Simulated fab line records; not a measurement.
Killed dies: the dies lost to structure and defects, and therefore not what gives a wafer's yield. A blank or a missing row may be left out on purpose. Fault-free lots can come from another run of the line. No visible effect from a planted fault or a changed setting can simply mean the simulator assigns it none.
fab line records | flow sky130 | part 1 of 2: steps 1 to 42 of 43
record: lots: 6 wafers: 18 last-day: 50
route steps=708 shown LI_CONTACT@369 LOCAL_INTERCONNECT@387 CONTACT@406 PAD_OPEN@708
lots that met no fault: from a run of the same line without faults
start-h: start of the lot's first displayed wafer, in hours after the record's first day | wait-h: time in hours since the lot's previous step | " same as the row above | L1.1+2: several wafers, shown together as one row | - either no value or no given start | * or withheld: withheld | < > ~ a bound
route shown NAME@n: names a module that has steps shown in the file, with the first one's number in the route | usual: mean/standard deviation of fault-free wafers | same: alike in all rows | chamber/n: place in a boat | sites: the reading at each site | _std_site: standard deviation across them | _edge_site: mean of outer sites minus mean of inner sites | radius-mm: how far each site lies from the wafer's centre | mask NAME#n: copy n | behind: the last tool/chamber to shape the wafer | hold: cause of the lot's hold/its duration in hours/its outcome | device: the transistor (n, p or np) that didn't switch | end of line: the tests these same wafers got at the end of their route | a step without rows: its recipe alone | killed: the dies lost at the first sort to structure and to defects; this is not the yield of the wafer | map: a wafer's dies, x killed, . not, _ none there
set.NAME: the setting the step ran with; set.NAME@STEP: the setting that earlier step ran with | model.NAME: the simulator's own value behind a step, which no gauge read
lots seen at some steps along the route; tables by step, rows by wafer
services: the hour from which a tool's chamber was out of use, counted from the record's first day as start-h (under 0 if before that day), plus the number of hours and why
== steps ==
step: SKY_LI_CONTACT_COAT_07
recipe: resist: KrF-thick spin-rpm: 3000 resist-thk-nm: 450
step: SKY_LI_CONTACT_SOFTBAKE_08
recipe: temp-c: 100 time-s: 90 resist: KrF-thick
step: SKY_LI_CONTACT_EXPOSE_09
recipe: mask-id: LICM1 na: 0.8 source-shape: annular sigma-inner: 0.55 sigma-outer: 0.85 target-cd-nm: 170 dose-mj: 38
step: SKY_LI_CONTACT_PEB_10
recipe: peb-temp-c: withheld peb-time-s: withheld resist: KrF-thick
step: SKY_LI_CONTACT_DEVELOP_11
recipe: develop-time-s: 60 resist: KrF-thick dev-temp-c: 21
step: SKY_LI_CONTACT_CD_MEAS_12
recipe: target-cd-nm: 170
usual: cd-nm: 169.9/1.4
columns lot.wafer tool chamber start-h wait-h cd-nm
L910.3 cd-sem-01 - 749.53 - 171.5
L910.5 " - " " 172.1
L910.6 " - " " 172.2
L919.1 cd-sem-02 - 798.89 - 172.0
L919.3 " - " " 169.9
L919.6 " - " " 170.5
L920.3 cd-sem-01 - 799.18 - 169.9
L920.4 " - " " 169.9
L920.6 " - " " 168.6
L923.1 cd-sem-02 - 817.46 - 170.3
L923.3 " - " " 169.7
L923.4 " - " " 170.7
L925.2 cd-sem-01 - 834.96 - 170.8
L925.3 " - " " 170.3
L925.5 " - " " 170.8
L927.4 cd-sem-01 - 847.38 - 168.0
L927.5 " - " " 168.5
L927.6 " - " " 169.4
step: SKY_LI_CONTACT_OVL_MEAS_13
usual: LI_CONTACT_OVL: 0/4.9
columns lot.wafer tool chamber start-h wait-h LI_CONTACT_OVL[nm]
L910.3 overlay-02 - 749.63 0.1 -5
L910.5 " - " " -8
L910.6 " - " " -2
L919.1 overlay-01 - 799.01 0.1 8
L919.3 " - " " 3
L919.6 " - " " 6
L920.3 overlay-02 - 799.27 0.1 3
L920.4 " - " " 3
L920.6 " - " " 0
L923.1 overlay-01 - 817.58 0.1 -5
L923.3 " - " " 2
L923.4 " - " " -9
L925.2 overlay-01 - 835.07 0.1 2
L925.3 " - " " 5
L925.5 " - " " 10
L927.4 overlay-01 - 847.45 0.1 12
L927.5 " - " " 5
L927.6 " - " " 7
step: SKY_LI_CONTACT_ETCH_14
recipe: chemistry: N2/H2 target: BARC ion-energy-ev: 200 source-w: 500 bias-w: 100 pressure-mtorr: 30 n2-flow-sccm: 100 h2-flow-sccm: 200 stop-on: SiO2 time-s: 45.9 target-depth-a: 600
usual: drypump-motor-current-A: 5.5/0.37 oes-product-au: 0.855/0.0048 throttle-valve-pct: 13.224/0.0085
columns lot.wafer tool chamber start-h wait-h drypump-motor-current-A oes-product-au rf-hours-counter-h throttle-valve-pct
L910.3 rie-diel-02 0 749.65 0.0 6.1 0.854 22 13.219
L910.5 " 0 " " 6.1 0.859 - 13.226
L910.6 " 1 " " 5.7 0.847 - 13.239
L919.1 rie-diel-02 1 799.04 0.0 5.7 0.861 15 13.222
L919.3 " 0 " " 6.0 0.855 23 13.233
L919.6 " 0 " " 6.1 0.857 - 13.217
L920.3 rie-diel-03 2 799.30 0.0 6.1 0.857 1 13.214
L920.4 " 3 " " 5.4 0.853 13 13.209
L920.6 " 3 " " 5.4 0.856 - 13.236
L923.1 rie-diel-02 1 817.62 0.0 5.7 0.848 15 13.220
L923.3 " 2 " " 5.7 0.856 3 13.205
L923.4 " 0 " " 6.1 0.853 24 13.219
L925.2 rie-diel-02 0 835.10 0.0 6.0 0.853 24 13.213
L925.3 " 2 " " 5.7 0.861 4 13.231
L925.5 " 2 " " 5.7 0.842 - 13.218
L927.4 rie-diel-04 1 847.49 0.0 5.5 0.852 - 13.213
L927.5 " 2 " " 5.9 0.854 - 13.225
L927.6 " 3 " " 5.3 0.855 - 13.236
step: SKY_LI_CONTACT_ETCH_15
recipe: target: PSG chemistry: C4F8/O2/Ar stop-on: Si taper-deg: 4.15 mask-material: KrF-thick source-w: 1500 bias-w: 1200 pressure-mtorr: 40 c4f8-flow-sccm: withheld O2_flow_sccm: 6 Ar_flow_sccm: 300 time-s: withheld target-depth-a: 6000
usual: oes-product-au: 0.840/0.0049
columns lot.wafer tool chamber start-h wait-h oes-product-au
L910.3 rie-diel-02 0 749.69 0.0 0.838
L910.5 " 0 " " 0.845
L910.6 " 1 " " 0.841
L919.1 rie-diel-02 1 799.08 0.0 0.841
L919.3 " 0 " " 0.844
L919.6 " 0 " " 0.834
L920.3 rie-diel-03 2 799.34 0.0 0.828
L920.4 " 3 " " 0.831
L920.6 " 3 " " 0.833
L923.1 rie-diel-02 1 817.66 0.0 0.846
L923.3 " 2 " " 0.841
L923.4 " 0 " " 0.843
L925.2 rie-diel-02 0 835.14 0.0 0.843
L925.3 " 2 " " 0.840
L925.5 " 2 " " 0.841
L927.4 rie-diel-04 1 847.56 0.0 0.840
L927.5 " 2 " " 0.843
L927.6 " 3 " " 0.844
step: SKY_LI_CONTACT_STRIP_16
recipe: chemistry: O2/N2 power-w: 1400 pressure-mtorr: 1500 platen-temp-c: withheld o2-flow-sccm: 3000 n2-flow-sccm: 300 overash-fraction: 0.5
step: SKY_LI_CONTACT_CLEAN_17
recipe: chemistry: NMP time-s: 600 temp-c: 60 dry: n2-spin
step: SKY_LI_CONTACT_PRE_CLEAN_18
recipe: gas: Ar time-s: 5.6 bias-v: 358
step: SKY_LI_CONTACT_SPUTTER_19
recipe: material: Ti target-thk-nm: 20 chamber-pressure-pa: 5 power-w: 2500 substrate-temp-c: 200 time-s: 106.37
usual: throttle-valve-pct: 30.0/0.7
columns lot.wafer tool chamber start-h wait-h throttle-valve-pct
L910.3 pvd-sputter-01 - 750.07 0.0 29.6
L910.5 " - " " 29.4
L910.6 " - " " 29.2
L919.1 pvd-sputter-02 - 799.48 0.0 29.8
L919.3 " - " " 29.1
L919.6 " - " " 28.9
L920.3 pvd-sputter-01 - 799.75 0.0 29.1
L920.4 " - " " 29.8
L920.6 " - " " 29.7
L923.1 pvd-sputter-01 - 818.06 0.0 31.2
L923.3 " - " " 29.8
L923.4 " - " " 30.7
L925.2 pvd-sputter-02 - 835.52 0.0 29.2
L925.3 " - " " 29.2
L925.5 " - " " 29.7
L927.4 pvd-sputter-03 - 847.90 0.0 30.5
L927.5 " - " " 29.3
L927.6 " - " " 30.6
step: SKY_LI_CONTACT_SPUTTER_20
recipe: material: TiN target-thk-nm: 20 chamber-pressure-pa: 5 power-w: 4000 time-s: 80
usual: throttle-valve-pct: 30.0/0.71
columns lot.wafer tool chamber start-h wait-h throttle-valve-pct
L910.3 pvd-sputter-01 - 750.15 0.0 29.7
L910.5 " - " " 29.7
L910.6 " - " " 29.3
L919.1 pvd-sputter-02 - 799.56 0.0 30.1
L919.3 " - " " 28.9
L919.6 " - " " 28.8
L920.3 pvd-sputter-01 - 799.83 0.0 29.4
L920.4 " - " " 29.5
L920.6 " - " " 29.7
L923.1 pvd-sputter-01 - 818.13 0.0 31.1
L923.3 " - " " 29.8
L923.4 " - " " 30.7
L925.2 pvd-sputter-02 - 835.60 0.0 28.8
L925.3 " - " " 29.1
L925.5 " - " " 29.8
L927.4 pvd-sputter-03 - 847.97 0.0 30.6
L927.5 " - " " 29.6
L927.6 " - " " 30.5
step: SKY_LI_CONTACT_CVD_21
recipe: material: W target-thk-nm: 400 time-s: 120.56 temp-c: 398.1 pressure-torr: 40
usual: chamber-pressure-Torr: 40.00/0.089 heater-power-outer-w: 525/37 heater-power-w: 842/53
columns lot.wafer tool chamber start-h wait-h chamber-pressure-Torr heater-power-outer-w heater-power-w
L910.3 cvd-w-02 1 750.25 0.1 39.90 555 840
L910.5 " 0 " " 39.91 568 901
L910.6 " 1 " " 40.09 558 857
L919.1 cvd-w-01 0 799.62 0.0 40.00 511 852
L919.3 " 0 " " 40.00 520 863
L919.6 " 1 " " 39.81 476 772
L920.3 cvd-w-02 0 799.93 0.1 40.10 578 894
L920.4 " 1 " " 40.25 549 868
L920.6 " 0 " " 40.05 574 929
L923.1 cvd-w-02 1 818.19 0.0 40.01 536 871
L923.3 " 1 " " 39.87 556 869
L923.4 " 0 " " 40.00 558 888
L925.2 cvd-w-02 0 835.66 0.0 40.03 547 921
L925.3 " 0 " " 40.15 557 926
L925.5 " 0 " " 40.12 556 906
L927.4 cvd-w-01 1 848.07 0.1 39.98 480 754
L927.5 " 1 " " 40.06 463 752
L927.6 " 0 " " 40.02 519 846
step: SKY_LI_CONTACT_RS_MEAS_22
recipe: thk-meas-gauge: four-point-probe reads: W_of_LI_CONTACT_CVD_21+TiN_of_LI_CONTACT_SPUTTER_20+Ti_of_LI_CONTACT_SPUTTER_19
usual: LI_CONTACT_W_RS: 0.2943/0.0028
columns lot.wafer tool chamber start-h wait-h LI_CONTACT_W_RS[ohm/sq]
L910.3 film-metro-02 - 750.37 0.1 0.2958
L910.5 " - " " 0.2974
L910.6 " - " " 0.2949
L919.1 film-metro-02 - 799.74 0.1 0.2944
L919.3 " - " " 0.2942
L919.6 " - " " 0.2923
L920.3 film-metro-03 - 800.06 0.1 0.2972
L920.4 " - " " 0.2965
L920.6 " - " " 0.2968
L923.1 film-metro-03 - 818.32 0.1 0.2925
L923.3 " - " " 0.2982
L923.4 " - " " 0.3002
L925.2 film-metro-01 - 835.81 0.1 0.2931
L925.3 " - " " 0.2977
L925.5 " - " " 0.2940
L927.4 film-metro-03 - 848.22 0.1 0.2974
L927.5 " - " " 0.2908
L927.6 " - " " 0.2957
step: SKY_LI_CONTACT_THK_MEAS_23
recipe: thk-meas-gauge: xrf reads: W_of_LI_CONTACT_CVD_21
usual: LI_CONTACT_W_THK: 389/6
columns lot.wafer tool chamber start-h wait-h LI_CONTACT_W_THK[nm]
L910.3 film-metro-02 - 750.47 0.1 384
L910.5 " - " " 380
L910.6 " - " " 383
L919.1 film-metro-02 - 799.86 0.1 383
L919.3 " - " " 385
L919.6 " - " " 386
L920.3 film-metro-03 - 800.16 0.1 393
L920.4 " - " " 395
L920.6 " - " " 389
L923.1 film-metro-03 - 818.44 0.1 400
L923.3 " - " " 391
L923.4 " - " " 391
L925.2 film-metro-01 - 835.92 0.1 393
L925.3 " - " " 386
L925.5 " - " " 387
L927.4 film-metro-03 - 848.31 0.1 392
L927.5 " - " " 404
L927.6 " - " " 397
step: SKY_LI_CONTACT_CMP_24
recipe: stop-on: PSG t-overpolish-s: 20 down-force-psi: 3.5 platen-rpm: 60 target-thk-nm: 0 pad-velocity-m-s: 0.94248
step: SKY_LOCAL_INTERCONNECT_SPUTTER_00
recipe: material: TiN target-thk-nm: 100 temp-c: 300 power-w: 6500 time-s: 83.3 chamber-pressure-pa: 0.4
step: SKY_LOCAL_INTERCONNECT_RS_MEAS_01
recipe: thk-meas-gauge: four-point-probe reads: TiN_of_LOCAL_INTERCONNECT_SPUTTER_00
usual: LOCAL_INTERCONNECT_TIN_RS: 14.15/0.13
columns lot.wafer tool chamber start-h wait-h LOCAL_INTERCONNECT_TIN_RS[ohm/sq]
L910.3 film-metro-04 - 750.92 0.1 14.13
L910.5 " - " " 14.13
L910.6 " - " " 14.01
L919.1 film-metro-01 - 800.29 0.0 14.23
L919.3 " - " " 14.13
L919.6 " - " " 14.12
L920.3 film-metro-03 - 800.63 0.1 14.05
L920.4 " - " " 14.00
L920.6 " - " " 14.03
L923.1 film-metro-03 - 818.86 0.0 14.04
L923.3 " - " " 13.98
L923.4 " - " " 13.91
L925.2 film-metro-03 - 836.35 0.1 14.32
L925.3 " - " " 14.29
L925.5 " - " " 14.18
L927.4 film-metro-03 - 848.78 0.1 14.15
L927.5 " - " " 14.14
L927.6 " - " " 14.14
step: SKY_LOCAL_INTERCONNECT_THK_MEAS_02
recipe: thk-meas-gauge: xrf reads: TiN_of_LOCAL_INTERCONNECT_SPUTTER_00
usual: LOCAL_INTERCONNECT_TIN_THK: 100.8/1.1
columns lot.wafer tool chamber start-h wait-h LOCAL_INTERCONNECT_TIN_THK[nm]
L910.3 film-metro-04 - 751.02 0.1 101.3
L910.5 " - " " 101.1
L910.6 " - " " 102.0
L919.1 film-metro-01 - 800.41 0.1 100.7
L919.3 " - " " 102.1
L919.6 " - " " 101.7
L920.3 film-metro-03 - 800.73 0.1 102.0
L920.4 " - " " 101.9
L920.6 " - " " 101.9
L923.1 film-metro-03 - 818.98 0.1 101.5
L923.3 " - " " 102.4
L923.4 " - " " 103.1
L925.2 film-metro-03 - 836.46 0.1 99.7
L925.3 " - " " 100.1
L925.5 " - " " 100.5
L927.4 film-metro-03 - 848.87 0.1 100.6
L927.5 " - " " 101.3
L927.6 " - " " 100.1
step: SKY_LOCAL_INTERCONNECT_DEHYDRATE_03
recipe: temp-c: 200 time-s: 60
step: SKY_LOCAL_INTERCONNECT_HMDS_04
recipe: prime-time-s: 60 prime-temp-c: 120
step: SKY_LOCAL_INTERCONNECT_COAT_05
recipe: resist: BARC temp-c: withheld time-s: withheld spin-rpm: 3000 resist-thk-nm: 60
step: SKY_LOCAL_INTERCONNECT_COAT_06
recipe: resist: KrF-thick spin-rpm: 3000 resist-thk-nm: 455.2
step: SKY_LOCAL_INTERCONNECT_SOFTBAKE_07
recipe: temp-c: 100 time-s: 90 resist: KrF-thick
step: SKY_LOCAL_INTERCONNECT_EXPOSE_08
recipe: mask-id: LI1M na: 0.8 source-shape: annular sigma-inner: 0.55 sigma-outer: 0.85 target-cd-nm: 170 dose-mj: 28
step: SKY_LOCAL_INTERCONNECT_PEB_09
recipe: peb-temp-c: withheld peb-time-s: withheld resist: KrF-thick
step: SKY_LOCAL_INTERCONNECT_DEVELOP_10
recipe: develop-time-s: 60 resist: KrF-thick dev-temp-c: 21
step: SKY_LOCAL_INTERCONNECT_CD_MEAS_11
recipe: target-cd-nm: 170
usual: cd-nm: 170.2/1.4
columns lot.wafer tool chamber start-h wait-h cd-nm
L910.3 cd-sem-01 - 778.19 - 169.5
L910.5 " - " " 169.4
L910.6 " - " " 170.0
L919.1 cd-sem-02 - 826.39 - 169.3
L919.3 " - " " 171.0
L919.6 " - " " 167.7
L920.3 cd-sem-01 - 826.71 - 169.6
L920.4 " - " " 170.1
L920.6 " - " " 168.9
L923.1 cd-sem-02 - 845.54 - 172.9
L923.3 " - " " 172.7
L923.4 " - " " 171.6
L925.2 cd-sem-01 - 862.56 - 171.9
L925.3 " - " " 171.5
L925.5 " - " " 171.8
L927.4 cd-sem-02 - 874.78 - 171.0
L927.5 " - " " 170.9
L927.6 " - " " 171.4
step: SKY_LOCAL_INTERCONNECT_OVL_MEAS_12
usual: LOCAL_INTERCONNECT_OVL: -3/6.2
columns lot.wafer tool chamber start-h wait-h LOCAL_INTERCONNECT_OVL[nm]
L910.3 overlay-01 - 778.28 0.1 4
L910.5 " - " " -3
L910.6 " - " " 4
L919.1 overlay-01 - 826.51 0.1 4
L919.3 " - " " 0
L919.6 " - " " 9
L920.3 overlay-01 - 826.80 0.1 3
L920.4 " - " " -2
L920.6 " - " " 7
L923.1 overlay-01 - 845.66 0.1 -14
L923.3 " - " " -12
L923.4 " - " " -2
L925.2 overlay-01 - 862.67 0.1 -6
L925.3 " - " " -1
L925.5 " - " " -8
L927.4 overlay-01 - 874.86 0.1 -2
L927.5 " - " " -7
L927.6 " - " " -2
step: SKY_LOCAL_INTERCONNECT_ETCH_13
recipe: chemistry: N2/H2 target: BARC ion-energy-ev: 200 bias-w: 100 pressure-mtorr: 30 n2-flow-sccm: 100 h2-flow-sccm: 200 icp-w: 500 stop-on: SiO2 time-s: 45.9 target-depth-a: 600
step: SKY_LOCAL_INTERCONNECT_METAL_ETCH_14
recipe: target-depth-nm: 110 stop-on: PSG chemistry: Cl2/BCl3 target: TiN resist-sidewall-deg: 88 pressure-mtorr: 10 icp-w: 900 bias-w: 48.5 Cl2_flow_sccm: 60 bcl3-flow-sccm: 30 time-s: 31.4
step: SKY_LOCAL_INTERCONNECT_STRIP_15
recipe: chemistry: O2/N2 power-w: 1400 pressure-mtorr: 1500 platen-temp-c: withheld o2-flow-sccm: 3000 n2-flow-sccm: 300 overash-fraction: 0.5
step: SKY_LOCAL_INTERCONNECT_STRIP_16
recipe: chemistry: post-etch-residue-remover time-s: 1200 temp-c: 72.5
step: SKY_LOCAL_INTERCONNECT_CLEAN_17
recipe: chemistry: IPA time-s: 180 temp-c: 25
step: SKY_LOCAL_INTERCONNECT_CLEAN_18
recipe: chemistry: O3/DIW dry: n2-spin
step: SKY_CONTACT_CVD_00
recipe: material: Si3N4 target-thk-nm: 75 temp-c: 400 time-s: withheld rf-w: 450
step: SKY_CONTACT_THK_MEAS_01
recipe: reads: Si3N4_of_CONTACT_CVD_00
usual: CONTACT_CVD_00_THK: 75.0/1
columns lot.wafer tool chamber start-h wait-h CONTACT_CVD_00_THK[nm]
L910.3 film-metro-01 - 779.10 - 74.7
L910.5 " - " " 76.3
L910.6 " - " " 76.1
L919.1 film-metro-04 - 827.37 - 74.9
L919.3 " - " " 74.8
L919.6 " - " " 75.6
L920.3 film-metro-04 - 827.69 - 73.1
L920.4 " - " " 74.4
L920.6 " - " " 74.2
L923.1 film-metro-04 - 846.44 - 73.9
L923.3 " - " " 72.7
L923.4 " - " " 75.0
L925.2 film-metro-04 - 863.57 - 74.5
L925.3 " - " " 74.1
L925.5 " - " " 75.5
L927.4 film-metro-04 - 875.76 - 74.4
L927.5 " - " " 74.5
L927.6 " - " " 74.5
step: SKY_CONTACT_HDPCVD_02
recipe: material: SiO2 target-thk-nm: 565 sigma-open-frac: 0.3 time-s: 94.2 temp-c: 600 sih4-flow-sccm: 60 pressure-mtorr: 6
step: SKY_CONTACT_THK_MEAS_03
recipe: reads: SiO2_of_CONTACT_HDPCVD_02
usual: CONTACT_HDPCVD_THK: 563/4.8
columns lot.wafer tool chamber start-h wait-h CONTACT_HDPCVD_THK[nm]
L910.3 film-metro-04 - 779.23 0.1 560
L910.5 " - " " 559
L910.6 " - " " 559
L919.1 film-metro-01 - 827.50 0.0 560
L919.3 " - " " 566
L919.6 " - " " 564
L920.3 film-metro-02 - 827.82 0.1 558
L920.4 " - " " 555
L920.6 " - " " 560
L923.1 film-metro-02 - 846.57 0.0 565
L923.3 " - " " 560
L923.4 " - " " 563
L925.2 film-metro-01 - 863.70 0.0 564
L925.3 " - " " 571
L925.5 " - " " 568
L927.4 film-metro-02 - 875.89 0.0 567
L927.5 " - " " 575
L927.6 " - " " 570
step: SKY_CONTACT_CMP_04
recipe: material: SiO2 down-force-psi: 4 platen-rpm: 60 pad-velocity-m-s: 0.94248
usual: head-pressure-psi: 4.001/0.008 motor-current-A: 11.8/0.98 time-to-endpoint-s: 81/3.2
columns lot.wafer tool chamber start-h wait-h head-pressure-psi motor-current-A time-to-endpoint-s
L910.3 cmp-01 0 779.37 0.1 4.007 12.6 78
L910.5 " 2 " " 4.001 12.9 75
L910.6 " 3 " " 4.004 12.1 78
L919.1 cmp-02 2 827.66 0.1 4.010 10.6 83
L919.3 " 3 " " 4.001 13.8 83
L919.6 " 0 " " 3.990 11.0 85
L920.3 cmp-02 0 827.86 0.0 4.000 11.3 82
L920.4 " 1 " " 4.006 10.3 80
L920.6 " 0 " " 4.013 10.6 81
L923.1 cmp-01 1 846.63 0.1 4.008 10.4 81
L923.3 " 3 " " 4.011 12.5 84
L923.4 " 0 " " 4.010 11.8 82
L925.3 cmp-01 1 863.75 0.0 4.017 10.3 82
L925.2 " 0 " " 4.008 13.0 79
L925.5 " 1 " " 4.001 10.9 82
L927.4 cmp-01 2 876.07 0.2 4.012 13.9 82
L927.6 " 3 " " 3.995 12.2 88
L927.5 " 0 " " 3.983 12.4 86
